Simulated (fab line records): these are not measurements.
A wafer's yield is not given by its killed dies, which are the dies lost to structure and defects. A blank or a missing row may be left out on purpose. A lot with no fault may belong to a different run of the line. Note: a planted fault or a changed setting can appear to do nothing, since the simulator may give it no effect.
fab line records	flow sky130
record: lots: 14	wafers: 42	lastDay: 50
route steps=708 shown VT_ADJUST_HVTR@141 VT_ADJUST_PCH@150 LDD_P@261 LDD_LDN@296
lots untouched by any fault: they come from a run of this same line in which no faults occurred
startH: the number of hours between the record's first day and the start of the first shown wafer of the lot	waitH: hours since the lot's step before	" as in the row above	L1.1+2: a single row standing in for several wafers	- no value present, or no start provided	* or withheld: withheld	< > ~ a bound
route shown NAME@n: NAME is a module with steps in the file, n the number in the route of the first one	usual: the fault-free wafers' mean and standard deviation	same: alike in all rows	chamber/n: place in a boat	sites: readings site by site	_std_site: standard deviation of those values	_edge_site: mean of outer sites minus mean of inner sites	radiusMm: how far each site lies from the wafer's centre	mask NAME#n: copy n	behind: the tool/chamber that last shaped the wafer	hold: the reason the lot was held/the length of the hold in hours/how it ended	device: names the non-switching transistor (n, p or np)	end of line: the same wafers' tests at the end of the route	for a step that has no rows: nothing shown but its recipe	killed: the dies lost at the first sort to structure and to defects; this is not the yield of the wafer	map: a wafer's dies, marking killed ones x, the rest . and places with no die _
set.NAME: setting as actually run; set.NAME@STEP: the setting as run at that earlier step	model.NAME: the simulator's own value behind a step, which no gauge read
one table for each step of the route and one row for each wafer, over a sample of lots
services: the hour from which a tool's chamber was out of use, counted from the record's first day as startH (under 0 if before that day), plus the number of hours and why
== steps ==
step: SKY_VT_ADJUST_HVTR_STRIP_10
recipe: chemistry: O2/N2	powerW: 1400	pressureMtorr: 1500	platenTempC: withheld	o2FlowSccm: 3000	n2FlowSccm: 300	overashFraction: 0.5
usual: drypumpMotorCurrentA: 5.9/0.42	oesProductAu: 0.715/0.0046	stripTimeToEndpointS: 14.19/0.041
lot.wafer	tool	chamber	startH	waitH	drypumpMotorCurrentA	oesProductAu	rfHoursCounterH	stripTimeToEndpointS
L930.1	plasmaAsher-04	1	208.97	0.1	5.4	0.724	46	14.21
L930.3	"	1	"	"	5.5	0.711	-	14.19
L930.4	"	0	"	"	6.1	0.717	-	14.20
L932.1	plasmaAsher-02	1	223.10	0.1	5.8	0.712	57	14.25
L932.3	"	0	"	"	6.8	0.722	-	14.28
L932.5	"	1	"	"	5.8	0.708	-	14.26
L933.1	plasmaAsher-04	0	230.77	0.1	6.0	0.715	48	14.24
L933.2	"	1	"	"	5.4	0.717	48	14.25
L933.3	"	0	"	"	6.1	0.713	-	14.23
L935.2	plasmaAsher-02	0	243.55	0.1	6.9	0.714	59	14.20
L935.4	"	1	"	"	5.8	0.707	-	14.19
L935.6	"	0	"	"	6.8	0.718	-	14.20
L937.2	plasmaAsher-02	1	255.92	0.1	5.8	0.713	61	14.21
L937.5	"	0	"	"	6.9	0.712	-	14.27
L937.6	"	1	"	"	5.7	0.714	-	14.21
L939.2	plasmaAsher-03	1	269.17	0.1	5.7	0.717	47	14.17
L939.5	"	0	"	"	5.7	0.719	-	14.13
L939.6	"	1	"	"	5.7	0.719	-	14.14
L940.4	plasmaAsher-04	1	272.98	0.1	5.4	0.710	-	14.23
L940.5	"	0	"	"	6.1	0.715	-	14.20
L940.6	"	1	"	"	5.4	0.716	-	14.17
L941.2	plasmaAsher-02	1	279.62	0.1	5.8	0.721	63	14.16
L941.3	"	1	"	"	5.7	0.711	-	14.18
L941.6	"	0	"	"	6.8	0.705	-	14.16
L942.1	plasmaAsher-03	1	290.50	0.1	5.7	0.715	49	14.21
L942.2	"	0	"	"	5.8	0.718	49	14.21
L942.3	"	1	"	"	5.7	0.706	-	14.23
L944.1	plasmaAsher-03	1	310.27	0.1	5.7	0.722	51	14.21
L944.2	"	0	"	"	5.7	0.712	51	14.20
L944.4	"	0	"	"	5.7	0.712	-	14.20
L945.2	plasmaAsher-04	0	314.10	0.1	6.1	0.711	56	14.18
L945.3	"	1	"	"	5.4	0.723	-	14.14
L945.6	"	1	"	"	5.4	0.715	-	14.18
L946.1	plasmaAsher-04	0	325.75	0.1	6.0	0.719	57	14.14
L946.5	"	0	"	"	6.0	0.721	-	14.14
L946.6	"	1	"	"	5.4	0.709	-	14.15
L952.4	plasmaAsher-04	0	367.96	0.1	6.0	0.713	-	14.11
L952.5	"	0	"	"	6.1	0.709	-	14.13
L952.6	"	1	"	"	5.4	0.724	-	14.14
L953.1	plasmaAsher-02	0	378.87	0.1	6.8	0.721	73	14.20
L953.5	"	1	"	"	5.8	0.717	-	14.18
L953.6	"	0	"	"	6.8	0.722	-	14.16
step: SKY_VT_ADJUST_PCH_OVL_MEAS_07
usual: VT_ADJUST_PCH_OVL: 0.6/1.3
lot.wafer	tool	chamber	startH	waitH	VT_ADJUST_PCH_OVL[nm]
L930.1	overlay-02	-	230.46	-	0.1
L930.3	"	-	"	"	0.3
L930.4	"	-	"	"	1.4
L932.1	overlay-01	-	243.41	-	0.2
L932.3	"	-	"	"	0.6
L932.5	"	-	"	"	0.8
L933.1	overlay-01	-	251.91	-	1.1
L933.2	"	-	"	"	2.3
L933.3	"	-	"	"	0.4
L935.2	overlay-01	-	266.42	-	1.0
L935.4	"	-	"	"	0.7
L935.6	"	-	"	"	3.2
L937.2	overlay-01	-	280.20	-	0.6
L937.5	"	-	"	"	0.7
L937.6	"	-	"	"	0.7
L939.2	overlay-01	-	293.72	-	-1.6
L939.5	"	-	"	"	-1.2
L939.6	"	-	"	"	-0.7
L940.4	overlay-01	-	297.83	-	-1.6
L940.5	"	-	"	"	-1.2
L940.6	"	-	"	"	-2.8
L941.2	overlay-02	-	304.52	-	0.8
L941.3	"	-	"	"	-2.0
L941.6	"	-	"	"	0.7
L942.1	overlay-02	-	316.11	-	-1.2
L942.2	"	-	"	"	-0.6
L942.3	"	-	"	"	-1.6
L944.1	overlay-02	-	336.71	-	2.4
L944.2	"	-	"	"	1.4
L944.4	"	-	"	"	2.4
L945.2	overlay-01	-	340.25	-	1.6
L945.3	"	-	"	"	2.6
L945.6	"	-	"	"	1.0
L946.1	overlay-01	-	353.06	-	2.4
L946.5	"	-	"	"	2.1
L946.6	"	-	"	"	2.6
L952.4	overlay-02	-	396.63	-	1.7
L952.5	"	-	"	"	-0.6
L952.6	"	-	"	"	1.5
L953.1	overlay-01	-	407.61	-	0.4
L953.5	"	-	"	"	1.0
L953.6	"	-	"	"	1.9
step: SKY_LDD_P_DEVELOP_06
recipe: resist: NOVOLAK	developer: TMAH	developTimeS: 60	devTempC: 23
usual: developerTempC: 23.01/0.12
lot.wafer	tool	chamber	startH	waitH	developerTempC
L930.1	lithoTrack-03	0	435.64	0.1	23.15
L930.3	"	0	"	"	23.19
L930.4	"	0	"	"	22.97
L932.1	lithoTrack-03	0	452.14	0.1	23.02
L932.3	"	0	"	"	23.01
L932.5	"	0	"	"	22.99
L933.1	lithoTrack-01	0	465.72	0.1	22.92
L933.2	"	0	"	"	23.00
L933.3	"	0	"	"	22.93
L935.2	lithoTrack-03	0	480.92	0.1	23.22
L935.4	"	0	"	"	23.22
L935.6	"	0	"	"	23.13
L937.2	lithoTrack-03	0	497.67	0.1	23.03
L937.5	"	0	"	"	22.92
L937.6	"	0	"	"	23.02
L939.2	lithoTrack-01	0	518.19	0.1	22.88
L939.5	"	0	"	"	22.97
L939.6	"	0	"	"	22.88
L940.4	lithoTrack-03	0	521.67	0.1	23.12
L940.5	"	0	"	"	23.04
L940.6	"	0	"	"	23.18
L941.2	lithoTrack-01	0	530.39	0.1	23.09
L941.3	"	0	"	"	23.04
L941.6	"	0	"	"	23.22
L942.1	lithoTrack-01	0	536.86	0.1	23.01
L942.2	"	0	"	"	23.21
L942.3	"	0	"	"	22.99
L944.1	lithoTrack-01	0	563.66	0.1	22.82
L944.2	"	0	"	"	22.88
L944.4	"	0	"	"	22.81
L945.2	lithoTrack-02	0	568.68	0.1	23.15
L945.3	"	0	"	"	23.00
L945.6	"	0	"	"	23.14
L946.1	lithoTrack-01	0	580.91	0.1	23.05
L946.5	"	0	"	"	22.99
L946.6	"	0	"	"	23.07
L952.4	lithoTrack-03	0	625.47	0.1	22.98
L952.5	"	0	"	"	23.00
L952.6	"	0	"	"	22.90
L953.1	lithoTrack-03	0	636.24	0.1	23.05
L953.5	"	0	"	"	23.06
L953.6	"	0	"	"	23.11
step: SKY_LDD_P_CD_MEAS_07
recipe: targetCdNm: 380
usual: cdNm: 380.0/2.2
lot.wafer	tool	chamber	startH	waitH	cdNm
L930.1	cdSem-01	-	435.79	0.1	381.3
L930.3	"	-	"	"	379.8
L930.4	"	-	"	"	383.6
L932.1	cdSem-01	-	452.29	0.1	377.9
L932.3	"	-	"	"	377.8
L932.5	"	-	"	"	378.7
L933.1	cdSem-02	-	465.87	0.1	381.0
L933.2	"	-	"	"	378.9
L933.3	"	-	"	"	379.5
L935.2	cdSem-01	-	481.06	0.1	380.5
L935.4	"	-	"	"	382.2
L935.6	"	-	"	"	384.9
L937.2	cdSem-01	-	497.81	0.1	382.4
L937.5	"	-	"	"	381.0
L937.6	"	-	"	"	382.4
L939.2	cdSem-01	-	518.33	0.1	379.1
L939.5	"	-	"	"	379.1
L939.6	"	-	"	"	376.5
L940.4	cdSem-01	-	521.80	0.1	381.3
L940.5	"	-	"	"	383.7
L940.6	"	-	"	"	383.5
L941.2	cdSem-01	-	530.53	0.1	379.7
L941.3	"	-	"	"	379.7
L941.6	"	-	"	"	376.6
L942.1	cdSem-02	-	537.01	0.1	378.7
L942.2	"	-	"	"	378.0
L942.3	"	-	"	"	379.0
L944.1	cdSem-02	-	563.81	0.1	350.0
L944.2	"	-	"	"	346.6
L944.4	"	-	"	"	349.1
L945.2	cdSem-02	-	568.83	0.1	375.8
L945.3	"	-	"	"	379.4
L945.6	"	-	"	"	379.9
L946.1	cdSem-02	-	581.11	0.2	348.6
L946.5	"	-	"	"	346.6
L946.6	"	-	"	"	348.5
L952.4	cdSem-01	-	625.60	0.1	377.3
L952.5	"	-	"	"	379.5
L952.6	"	-	"	"	377.9
L953.1	cdSem-01	-	636.39	0.1	379.8
L953.5	"	-	"	"	378.4
L953.6	"	-	"	"	377.2
step: SKY_LDD_LDN_OVL_MEAS_07
usual: LDD_LDN_OVL: -0.3/1.2
lot.wafer	tool	chamber	startH	waitH	LDD_LDN_OVL[nm]
L930.1	overlay-01	-	528.58	0.1	-0.4
L930.3	"	-	"	"	-1.7
L930.4	"	-	"	"	-0.6
L932.1	overlay-01	-	544.16	0.1	-0.8
L932.3	"	-	"	"	-1.4
L932.5	"	-	"	"	-0.3
L933.1	overlay-02	-	558.76	0.1	1.9
L933.2	"	-	"	"	1.2
L933.3	"	-	"	"	0.6
L935.2	overlay-02	-	573.11	0.1	0.0
L935.4	"	-	"	"	0.3
L935.6	"	-	"	"	0.6
L937.2	overlay-01	-	588.07	0.1	-0.6
L937.5	"	-	"	"	-0.6
L937.6	"	-	"	"	0.3
L939.2	overlay-01	-	607.77	0.1	1.0
L939.5	"	-	"	"	-0.6
L939.6	"	-	"	"	0.9
L940.4	overlay-02	-	611.03	0.1	1.4
L940.5	"	-	"	"	-0.5
L940.6	"	-	"	"	-0.9
L941.2	overlay-02	-	620.16	0.1	1.8
L941.3	"	-	"	"	1.2
L941.6	"	-	"	"	-0.3
L942.1	overlay-02	-	627.16	0.1	-1.8
L942.2	"	-	"	"	1.1
L942.3	"	-	"	"	-1.3
L944.1	overlay-02	-	651.76	0.1	-0.2
L944.2	"	-	"	"	-1.6
L944.4	"	-	"	"	-0.7
L945.2	overlay-01	-	656.61	0.1	-2.3
L945.3	"	-	"	"	-1.0
L945.6	"	-	"	"	-1.5
L946.1	overlay-01	-	667.31	0.1	2.1
L946.5	"	-	"	"	1.2
L946.6	"	-	"	"	-0.2
L952.4	overlay-01	-	708.18	0.1	-0.4
L952.5	"	-	"	"	-0.7
L952.6	"	-	"	"	0.9
L953.1	overlay-02	-	719.21	0.1	-1.0
L953.5	"	-	"	"	1.3
L953.6	"	-	"	"	-0.9
== services ==
tool	chamber	startH	hours	kind
plasmaAsher-04	-	357.79	2.8	pm
plasmaAsher-03	-	360.61	0.7	repair
plasmaAsher-02	-	400.01	0.5	repair
plasmaAsher-02	-	407.01	7.8	repair
plasmaAsher-02	-	415.18	1.6	repair
plasmaAsher-02	-	421.25	9.0	pm
plasmaAsher-02	0	421.25	9.0	ventCycle
plasmaAsher-02	1	421.25	9.0	ventCycle
plasmaAsher-02	0	430.25	-	clean
plasmaAsher-02	1	430.25	-	clean
plasmaAsher-02	-	444.50	2.8	pm
plasmaAsher-02	-	447.96	14.6	pm
plasmaAsher-03	-	532.04	1.2	repair
plasmaAsher-03	-	546.80	15.6	pm
plasmaAsher-04	-	613.78	2.4	repair
plasmaAsher-03	-	620.85	22.9	repair
== key ==
firstSign: step: SKY_LDD_P_CD_MEAS_07	reading: cdNm	direction: down	sigmas: 15	usual: 380.0	struck: 348.2
effect none on later readings
metAt SKY_LDD_P_DEVELOP_06
struckLots L944,L946
sortLeftOut L944.1,L944.2,L944.4
testerLeftOut L944,L946
notActingAt SKY_VT_ADJUST_HVTR_STRIP_10,SKY_VT_ADJUST_PCH_OVL_MEAS_07,SKY_LDD_LDN_OVL_MEAS_07
onsetBetween 536.86 563.66
fault: kind: processParameterDrift	tool: lithoTrack-01	chamber: -	onsetH: 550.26	steps: SKY_LDD_P_DEVELOP_06	channel: developTimeS	offset: *	shape: step	endH: 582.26	actsIn: *	stated: *
testerLeftOut: of these lots the tester's yield and bins aren't shown, on N5 and GAA mostly nor the transistor test; their killed dies are dies lost to structure and defects alone, not to doping, threshold or leakage, so they don't give the yield
sortLeftOut: the simulated sort isn't trusted on such a fault, so these wafers' sort isn't shown, and their yield isn't known
